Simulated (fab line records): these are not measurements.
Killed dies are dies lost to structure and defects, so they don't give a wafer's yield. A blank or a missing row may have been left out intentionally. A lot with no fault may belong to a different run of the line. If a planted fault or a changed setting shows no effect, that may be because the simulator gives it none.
fab line records | flow gf180mcu
record: lots: 10 | wafers: 30 | last_day: 34
route steps=602 shown MIM@508 V5@556 TOP_METAL@583
lots that met no fault: from a run of the same line without faults
start_h: the number of hours between the record's first day and the start of the first shown wafer of the lot | wait_h: how many hours have passed since the lot's step before this one | " as in the row above | L1.1+2: a row that stands for several wafers | - no value present, or no start provided | * or withheld: withheld | < > ~ a bound
route shown NAME@n: NAME is a module with steps in the file, n the number in the route of the first one | usual: mean/standard deviation of fault-free wafers | same: alike in all rows | chamber/n: place in a boat | sites: per-site readings | _std_site: the standard deviation of these | _edge_site: inner sites' mean taken away from outer sites' mean | radius_mm: how far each site lies from the wafer's centre | mask NAME#n: copy n | behind: tool/chamber where the wafer was last shaped | hold: what put the lot on hold/how long, in hours/how the hold closed | device: the transistor (n, p or np) that didn't switch | end of line: at the end of the route, the tests of the same wafers | for a step that has no rows: nothing shown but its recipe | killed: not the wafer's yield, but the dies lost to structure and defects at the first sort | map: a wafer's dies, marking killed ones x, the rest . and places with no die _
set.NAME: setting as actually run; set.NAME@STEP: the setting as run at that earlier step | model.NAME: the simulator's own value behind a step, which no gauge read
route steps across a sampled set of lots; one table per step, one row per wafer
services: the hour from which a tool's chamber was out of use, counted from the record's first day as start_h (under 0 if before that day), plus the number of hours and why
== steps ==
step: GF_MIM_CVD_05
recipe: material: Si3N4 | target_thk_nm: 42 | temp_max_c: 400 | temp_c: 385 | time_s: 29.086 | rf_w: 450
usual: heater_power_w: 618/80
same: time_s: 29.086
lot.wafer | tool     | chamber | start_h | wait_h | heater_power_w | since_wet_clean_h
L135.1    | pecvd-04 | 0       | 579.92  | 0.0    | 604            | 197
L135.5    | "        | 1       | "       | "      | 594            | -
L135.6    | "        | 2       | "       | "      | 648            | -
L136.2    | pecvd-04 | 1       | 590.97  | 0.0    | 676            | 208
L136.3    | "        | 2       | "       | "      | 588            | 208
L136.5    | "        | 2       | "       | "      | 599            | -
L137.2    | pecvd-02 | 1       | 599.21  | 0.0    | 554            | 633
L137.3    | "        | 2       | "       | "      | 693            | 633
L137.4    | "        | 0       | "       | "      | 723            | -
L145.2    | pecvd-01 | 2       | 661.12  | 0.0    | 519            | 486
L145.3    | "        | 1       | "       | "      | 657            | 486
L145.4    | "        | 0       | "       | "      | 555            | -
L146.3    | pecvd-04 | 1       | 670.54  | 0.0    | 644            | 288
L146.5    | "        | 0       | "       | "      | 668            | -
L146.6    | "        | 1       | "       | "      | 629            | -
L148.2    | pecvd-01 | 1       | 683.04  | 0.0    | 654            | 508
L148.3    | "        | 0       | "       | "      | 594            | 508
L148.4    | "        | 2       | "       | "      | 460            | -
L150.2    | pecvd-04 | 0       | 692.15  | 0.0    | 634            | 309
L150.3    | "        | 2       | "       | "      | 723            | 309
L150.5    | "        | 0       | "       | "      | 639            | -
L151.3    | pecvd-04 | 1       | 706.69  | 0.0    | 632            | 324
L151.4    | "        | 1       | "       | "      | 620            | -
L151.5    | "        | 0       | "       | "      | 638            | -
L154.2    | pecvd-02 | 0       | 730.24  | 0.0    | 801            | 764
L154.3    | "        | 2       | "       | "      | 606            | 764
L154.5    | "        | 1       | "       | "      | 569            | -
L155.1    | pecvd-04 | 2       | 731.92  | 0.0    | 677            | 349
L155.3    | "        | 1       | "       | "      | 543            | 349
L155.5    | "        | 2       | "       | "      | 699            | -
step: GF_V5_ETCH_16
recipe: chemistry: N2/H2 | target_depth_a: withheld | overetch_a: withheld | time_s: withheld | target: BARC | ion_energy_ev: 200 | source_w: 500 | bias_w: 100 | pressure_mtorr: 30 | n2_flow_sccm: 100 | h2_flow_sccm: 200
usual: drypump_motor_current_A: 5.7/0.42 | h2_flow_sccm: 200.1/0.55 | oes_product_au: 0.854/0.0049 | throttle_valve_pct: 13.223/0.0091
lot.wafer | tool        | chamber | start_h | wait_h | drypump_motor_current_A | h2_flow_sccm | oes_product_au | throttle_valve_pct
L135.1    | rie_diel-01 | 1       | 644.27  | 0.0    | 5.4                     | 199.4        | 0.850          | 13.222
L135.5    | "           | 2       | "       | "      | 6.3                     | 199.8        | 0.855          | 13.224
L135.6    | "           | 1       | "       | "      | 5.4                     | 200.0        | 0.863          | 13.216
L136.2    | rie_diel-01 | 1       | 653.57  | 0.0    | 5.4                     | 200.2        | 0.861          | 13.222
L136.3    | "           | 2       | "       | "      | 6.3                     | 199.8        | 0.850          | 13.213
L136.5    | "           | 1       | "       | "      | 5.4                     | 200.6        | 0.855          | 13.220
L137.2    | rie_diel-01 | 0       | 660.83  | 0.0    | 5.5                     | 200.6        | 0.854          | 13.223
L137.3    | "           | 2       | "       | "      | 6.3                     | 200.4        | 0.850          | 13.220
L137.4    | "           | 0       | "       | "      | 5.5                     | 200.3        | 0.866          | 13.219
L145.2    | rie_diel-04 | 3       | 718.21  | 0.0    | 5.8                     | 200.4        | 0.855          | 13.207
L145.3    | "           | 0       | "       | "      | 6.0                     | 200.1        | 0.851          | 13.237
L145.4    | "           | 2       | "       | "      | 6.0                     | 201.7        | 0.858          | 13.214
L146.3    | rie_diel-03 | 2       | 727.53  | 0.0    | 4.9                     | 198.6        | 0.854          | 13.216
L146.5    | "           | 0       | "       | "      | 5.8                     | 200.0        | 0.857          | 13.209
L146.6    | "           | 1       | "       | "      | 5.1                     | 200.2        | 0.852          | 13.220
L148.2    | rie_diel-03 | 3       | 738.08  | 0.0    | 5.7                     | 199.1        | 0.855          | 13.237
L148.3    | "           | 2       | "       | "      | 4.9                     | 199.5        | 0.858          | 13.223
L148.4    | "           | 2       | "       | "      | 4.9                     | 200.3        | 0.863          | 13.211
L150.2    | rie_diel-04 | 2       | 746.97  | 0.0    | 6.0                     | 199.5        | 0.854          | 13.227
L150.3    | "           | 1       | "       | "      | 6.0                     | 199.9        | 0.863          | 13.218
L150.5    | "           | 3       | "       | "      | 5.9                     | 200.7        | 0.852          | 13.227
L151.3    | rie_diel-03 | 1       | 760.57  | 0.0    | 5.0                     | 199.2        | 0.851          | 13.223
L151.4    | "           | 0       | "       | "      | 5.8                     | 200.3        | 0.850          | 13.236
L151.5    | "           | 0       | "       | "      | 5.8                     | 201.6        | 0.851          | 13.216
L154.2    | rie_diel-04 | 2       | 781.67  | 0.0    | 6.0                     | 199.7        | 0.855          | 13.227
L154.3    | "           | 3       | "       | "      | 5.8                     | 200.0        | 0.860          | 13.219
L154.5    | "           | 1       | "       | "      | 6.0                     | 200.7        | 0.857          | 13.209
L155.1    | rie_diel-01 | 2       | 782.93  | 0.0    | 6.3                     | 200.1        | 0.846          | 13.210
L155.3    | "           | 1       | "       | "      | 5.4                     | 199.6        | 0.850          | 13.229
L155.5    | "           | 2       | "       | "      | 6.3                     | 200.0        | 0.850          | 13.224
step: GF_V5_CVD_23
recipe: material: W | target_thk_nm: 350 | time_s: 104.9 | temp_c: 400 | pressure_torr: 40
usual: chamber_pressure_Torr: 40.00/0.088 | heater_power_w: 839/70
same: time_s: 104.9
lot.wafer | tool     | chamber | start_h | wait_h | chamber_pressure_Torr | heater_power_w | since_wet_clean_h
L135.1    | cvd_w-01 | 1       | 645.07  | 0.0    | 40.03                 | 727            | 241
L135.5    | "        | 0       | "       | "      | 39.96                 | 822            | -
L135.6    | "        | 1       | "       | "      | 39.94                 | 728            | -
L136.2    | cvd_w-01 | 0       | 654.35  | 0.0    | 40.02                 | 860            | 250
L136.3    | "        | 1       | "       | "      | 39.95                 | 725            | -
L136.5    | "        | 1       | "       | "      | 40.01                 | 714            | -
L137.2    | cvd_w-02 | 1       | 661.62  | 0.0    | 40.11                 | 869            | 758
L137.3    | "        | 0       | "       | "      | 40.12                 | 939            | -
L137.4    | "        | 1       | "       | "      | 39.96                 | 894            | -
L145.2    | cvd_w-01 | 1       | 719.03  | 0.0    | 40.05                 | 733            | 315
L145.3    | "        | 0       | "       | "      | 40.10                 | 854            | -
L145.4    | "        | 1       | "       | "      | 39.92                 | 722            | -
L146.3    | cvd_w-01 | 0       | 728.36  | 0.1    | 39.88                 | 855            | -
L146.5    | "        | 1       | "       | "      | 23.54                 | 719            | -
L146.6    | "        | 0       | "       | "      | 39.99                 | 854            | -
L148.2    | cvd_w-01 | 1       | 738.87  | 0.0    | 23.59                 | 733            | 335
L148.3    | "        | 1       | "       | "      | 23.54                 | 730            | -
L148.4    | "        | 0       | "       | "      | 40.00                 | 858            | -
L150.2    | cvd_w-02 | 1       | 747.76  | 0.0    | 40.04                 | 895            | 844
L150.3    | "        | 1       | "       | "      | 39.97                 | 872            | -
L150.5    | "        | 0       | "       | "      | 40.05                 | 916            | -
L151.3    | cvd_w-02 | 0       | 761.40  | 0.1    | 40.15                 | 913            | -
L151.4    | "        | 1       | "       | "      | 40.00                 | 892            | -
L151.5    | "        | 0       | "       | "      | 40.12                 | 901            | -
L154.2    | cvd_w-02 | 1       | 782.80  | 0.0    | 40.11                 | 877            | 879
L154.3    | "        | 0       | "       | "      | 40.02                 | 928            | -
L154.5    | "        | 0       | "       | "      | 39.98                 | 898            | -
L155.1    | cvd_w-02 | 0       | 783.81  | 0.0    | 40.13                 | 916            | 880
L155.3    | "        | 1       | "       | "      | 40.08                 | 877            | -
L155.5    | "        | 1       | "       | "      | 39.94                 | 911            | -
step: GF_V5_RS_MEAS_24
recipe: thk_meas_gauge: four-point-probe | reads: W_of_V5_CVD_23+TiN_of_V5_SPUTTER_22+Ti_of_V5_SPUTTER_21
usual: V5_W_RS: 0.329/0.0039
lot.wafer | tool          | chamber | start_h | wait_h | V5_W_RS[ohm/sq]
L135.1    | film_metro-04 | -       | 645.18  | 0.1    | 0.326
L135.5    | "             | -       | "       | "      | 0.326
L135.6    | "             | -       | "       | "      | 0.324
L136.2    | film_metro-02 | -       | 654.49  | 0.1    | 0.325
L136.3    | "             | -       | "       | "      | 0.325
L136.5    | "             | -       | "       | "      | 0.322
L137.2    | film_metro-02 | -       | 661.75  | 0.1    | 0.334
L137.3    | "             | -       | "       | "      | 0.334
L137.4    | "             | -       | "       | "      | 0.336
L145.2    | film_metro-03 | -       | 719.17  | 0.1    | 0.325
L145.3    | "             | -       | "       | "      | 0.327
L145.4    | "             | -       | "       | "      | 0.330
L146.3    | film_metro-03 | -       | 728.48  | 0.1    | 0.325
L146.5    | "             | -       | "       | "      | 0.425
L146.6    | "             | -       | "       | "      | 0.325
L148.2    | film_metro-04 | -       | 739.00  | 0.1    | 0.427
L148.3    | "             | -       | "       | "      | 0.428
L148.4    | "             | -       | "       | "      | 0.325
L150.2    | film_metro-02 | -       | 747.89  | 0.1    | 0.329
L150.3    | "             | -       | "       | "      | 0.329
L150.5    | "             | -       | "       | "      | 0.330
L151.3    | film_metro-02 | -       | 761.52  | 0.1    | 0.328
L151.4    | "             | -       | "       | "      | 0.336
L151.5    | "             | -       | "       | "      | 0.331
L154.2    | film_metro-02 | -       | 782.93  | 0.1    | 0.329
L154.3    | "             | -       | "       | "      | 0.329
L154.5    | "             | -       | "       | "      | 0.331
L155.1    | film_metro-02 | -       | 783.92  | 0.1    | 0.332
L155.3    | "             | -       | "       | "      | 0.329
L155.5    | "             | -       | "       | "      | 0.328
step: GF_V5_THK_MEAS_25
recipe: thk_meas_gauge: xrf | reads: W_of_V5_CVD_23
usual: V5_W_THK: 357/6.9
lot.wafer | tool          | chamber | start_h | wait_h | V5_W_THK[nm]
L135.1    | film_metro-04 | -       | 645.30  | 0.1    | 353
L135.5    | "             | -       | "       | "      | 356
L135.6    | "             | -       | "       | "      | 356
L136.2    | film_metro-02 | -       | 654.60  | 0.1    | 356
L136.3    | "             | -       | "       | "      | 358
L136.5    | "             | -       | "       | "      | 360
L137.2    | film_metro-02 | -       | 661.86  | 0.1    | 346
L137.3    | "             | -       | "       | "      | 349
L137.4    | "             | -       | "       | "      | 344
L145.2    | film_metro-03 | -       | 719.28  | 0.1    | 369
L145.3    | "             | -       | "       | "      | 365
L145.4    | "             | -       | "       | "      | 362
L146.3    | film_metro-03 | -       | 728.58  | 0.1    | 368
L146.5    | "             | -       | "       | "      | 281
L146.6    | "             | -       | "       | "      | 369
L148.2    | film_metro-04 | -       | 739.11  | 0.1    | 274
L148.3    | "             | -       | "       | "      | 274
L148.4    | "             | -       | "       | "      | 363
L150.2    | film_metro-02 | -       | 748.00  | 0.1    | 354
L150.3    | "             | -       | "       | "      | 355
L150.5    | "             | -       | "       | "      | 354
L151.3    | film_metro-02 | -       | 761.62  | 0.1    | 355
L151.4    | "             | -       | "       | "      | 349
L151.5    | "             | -       | "       | "      | 351
L154.2    | film_metro-02 | -       | 783.04  | 0.1    | 357
L154.3    | "             | -       | "       | "      | 352
L154.5    | "             | -       | "       | "      | 353
L155.1    | film_metro-02 | -       | 784.04  | 0.1    | 351
L155.3    | "             | -       | "       | "      | 355
L155.5    | "             | -       | "       | "      | 355
step: GF_V5_CMP_26
recipe: stop_on: SiO2 | down_force_psi: 3.5 | platen_rpm: 60 | t_overpolish_s: 13.53 | target_thk_nm: 0 | pad_velocity_m_s: 0.94248
usual: motor_current_A: 10.5/1.1 | time_to_endpoint_s: 86/5.3
lot.wafer | tool   | chamber | start_h | wait_h | motor_current_A | time_to_endpoint_s
L135.1    | cmp-02 | 2       | 645.36  | 0.1    | 11.0            | 95
L135.5    | "      | 2       | "       | "      | 10.9            | 91
L135.6    | "      | 3       | "       | "      | 9.7             | 87
L136.2    | cmp-02 | 2       | 654.65  | 0.0    | 11.3            | 93
L136.3    | "      | 0       | "       | "      | 10.0            | 81
L136.5    | "      | 3       | "       | "      | 9.9             | 85
L137.2    | cmp-02 | 1       | 661.91  | 0.0    | 13.6            | 89
L137.4    | "      | 2       | "       | "      | 11.1            | 94
L137.3    | "      | 3       | "       | "      | 9.5             | 83
L145.2    | cmp-01 | 0       | 719.34  | 0.1    | 9.4             | 89
L145.4    | "      | 1       | "       | "      | 9.1             | 80
L145.3    | "      | 2       | "       | "      | 10.9            | 81
L146.3    | cmp-02 | 0       | 728.72  | 0.1    | 10.3            | 84
L146.5    | "      | 2       | "       | "      | 10.7            | 74
L146.6    | "      | 3       | "       | "      | 9.4             | 87
L148.3    | cmp-01 | 1       | 739.30  | 0.2    | 9.1             | 62
L148.4    | "      | 3       | "       | "      | 10.0            | 81
L148.2    | "      | 0       | "       | "      | 9.5             | 65
L150.3    | cmp-02 | 3       | 748.58  | 0.6    | 9.8             | 84
L150.2    | "      | 1       | "       | "      | 11.6            | 92
L150.5    | "      | 2       | "       | "      | 11.0            | 93
L151.4    | cmp-02 | 1       | 761.66  | 0.0    | 12.5            | 92
L151.3    | "      | 2       | "       | "      | 10.7            | 99
L151.5    | "      | 2       | "       | "      | 11.4            | 97
L154.2    | cmp-01 | 3       | 783.25  | 0.2    | 10.0            | 86
L154.3    | "      | 0       | "       | "      | 8.7             | 92
L154.5    | "      | 0       | "       | "      | 9.2             | 89
L155.1    | cmp-01 | 3       | 784.15  | 0.1    | 10.4            | 83
L155.3    | "      | 0       | "       | "      | 9.2             | 91
L155.5    | "      | 3       | "       | "      | 9.8             | 83
step: GF_TOP_METAL_METAL_ETCH_16
recipe: chemistry: Cl2/BCl3 | mask_material: NOVOLAK | target_depth_nm: 1197 | stop_on: SiO2 | pressure_mtorr: 8 | icp_w: 800 | bias_w: 140 | Cl2_flow_sccm: 80 | bcl3_flow_sccm: 40 | time_s: 199.5
usual: drypump_motor_current_A: 5.6/0.68 | oes_product_au: 0.989/0.0056 | throttle_valve_pct: 28.231/0.011
same: time_s: 199.5
lot.wafer | tool         | chamber | start_h | wait_h | drypump_motor_current_A | oes_product_au | rf_hours_counter_h | throttle_valve_pct
L135.1    | rie_metal-03 | 1       | 665.96  | 0.0    | 6.5                     | 0.987          | 3                  | 28.224
L135.5    | "            | 0       | "       | "      | 6.0                     | 0.982          | -                  | 28.239
L135.6    | "            | 1       | "       | "      | 6.5                     | 0.997          | -                  | 28.231
L136.2    | rie_metal-01 | 1       | 673.95  | 0.0    | 4.7                     | 0.991          | 14                 | 28.217
L136.3    | "            | 0       | "       | "      | 5.0                     | 0.987          | -                  | 28.231
L136.5    | "            | 0       | "       | "      | 5.0                     | 0.980          | -                  | 28.252
L137.2    | rie_metal-01 | 1       | 681.40  | 0.0    | 4.6                     | 0.986          | 14                 | 28.233
L137.3    | "            | 0       | "       | "      | 5.0                     | 0.987          | -                  | 28.230
L137.4    | "            | 1       | "       | "      | 4.7                     | 0.983          | -                  | 28.218
L145.2    | rie_metal-04 | 1       | 737.65  | 0.0    | 5.9                     | 0.980          | 6                  | 28.233
L145.3    | "            | 1       | "       | "      | 5.9                     | 0.982          | -                  | 28.239
L145.4    | "            | 0       | "       | "      | 6.0                     | 0.985          | -                  | 28.248
L146.3    | rie_metal-03 | 0       | 746.50  | 0.1    | 6.0                     | 0.993          | -                  | 28.236
L146.5    | "            | 1       | "       | "      | 6.6                     | 0.994          | -                  | 28.226
L146.6    | "            | 0       | "       | "      | 6.0                     | 0.993          | -                  | 28.223
L148.2    | rie_metal-01 | 0       | 756.04  | 0.0    | 5.1                     | 0.986          | 8                  | 28.227
L148.3    | "            | 1       | "       | "      | 4.7                     | 0.997          | -                  | 28.243
L148.4    | "            | 0       | "       | "      | 5.1                     | 0.991          | -                  | 28.247
L150.2    | rie_metal-01 | 1       | 765.45  | 0.0    | 4.7                     | 0.989          | 19                 | 28.231
L150.3    | "            | 1       | "       | "      | 4.7                     | 0.991          | -                  | 28.238
L150.5    | "            | 1       | "       | "      | 4.7                     | 0.988          | -                  | 28.234
L151.3    | rie_metal-01 | 0       | 777.92  | 0.1    | 5.0                     | 0.996          | -                  | 28.232
L151.4    | "            | 0       | "       | "      | 5.0                     | 0.992          | -                  | 28.235
L151.5    | "            | 0       | "       | "      | 5.0                     | 0.989          | -                  | 28.231
L154.2    | rie_metal-01 | 0       | 798.90  | 0.0    | 5.0                     | 0.992          | 11                 | 28.223
L154.3    | "            | 1       | "       | "      | 4.7                     | 0.985          | -                  | 28.229
L154.5    | "            | 1       | "       | "      | 4.7                     | 0.983          | -                  | 28.219
L155.1    | rie_metal-01 | 0       | 799.85  | 0.0    | 5.1                     | 0.994          | 11                 | 28.218
L155.3    | "            | 1       | "       | "      | 4.7                     | 0.978          | -                  | 28.242
L155.5    | "            | 1       | "       | "      | 4.7                     | 0.984          | -                  | 28.243
== services ==
tool        | chamber | start_h | hours | kind
cmp-01      | -       | 559.65  | 0.5   | repair
cvd_w-02    | 1       | 563.37  | 14.3  | repair
cmp-02      | -       | 572.00  | 4.0   | pm
cmp-02      | -       | 575.05  | 1.2   | repair
rie_diel-01 | 2       | 596.61  | 1.5   | repair
cmp-01      | -       | 597.20  | 4.0   | repair
cmp-01      | -       | 619.32  | 0.6   | repair
cmp-02      | -       | 632.87  | 1.6   | repair
cvd_w-02    | -       | 641.42  | 14.6  | pm
cmp-02      | -       | 686.41  | 0.8   | repair
pecvd-04    | 2       | 697.01  | 6.2   | repair
cvd_w-02    | -       | 707.72  | 1.2   | repair
cvd_w-02    | 1       | 712.91  | 3.3   | repair
cvd_w-02    | 1       | 718.15  | 7.1   | repair
cvd_w-01    | 0       | 719.52  | 2.1   | repair
cmp-02      | -       | 732.85  | 0.5   | repair
cmp-02      | -       | 735.02  | 5.6   | pm
cmp-02      | -       | 742.70  | 0.9   | repair
cmp-02      | -       | 759.58  | 1.6   | repair
pecvd-04    | -       | 767.42  | 0.6   | repair
cvd_w-02    | 0       | 772.12  | 9.6   | repair
cmp-02      | -       | 780.81  | 2.4   | repair
cmp-02      | -       | 790.52  | 1.7   | repair
cvd_w-01    | -       | 793.24  | 0.9   | repair
== key ==
first_sign: step: GF_V5_CVD_23 | reading: chamber_pressure_Torr | direction: down | sigmas: 99+ | usual: 40.00 | struck: 23.56
effect: step: GF_V5_RS_MEAS_24 | reading: V5_W_RS | direction: up | sigmas: 25 | usual: 0.329 | struck: 0.427
effect: step: GF_V5_THK_MEAS_25 | reading: V5_W_THK | direction: down | sigmas: 12 | usual: 357 | struck: 276
effect: step: GF_V5_CMP_26 | reading: time_to_endpoint_s | direction: down | sigmas: 3.6 | usual: * | struck: *
met_at GF_V5_CVD_23
struck_lots L146,L148
struck_wafers L146.5,L148.2,L148.3
not_acting_at GF_MIM_CVD_05,GF_V5_ETCH_16,GF_TOP_METAL_METAL_ETCH_16
onset_between 719.03 728.36
fault: kind: process_parameter_drift | tool: cvd_w-01 | chamber: 1 | onset_h: 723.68 | steps: GF_V5_CVD_23 | channel: pressure_torr | offset: -16.487 | shape: step | end_h: 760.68 | acts_in: these_recipes_only | stated: 40
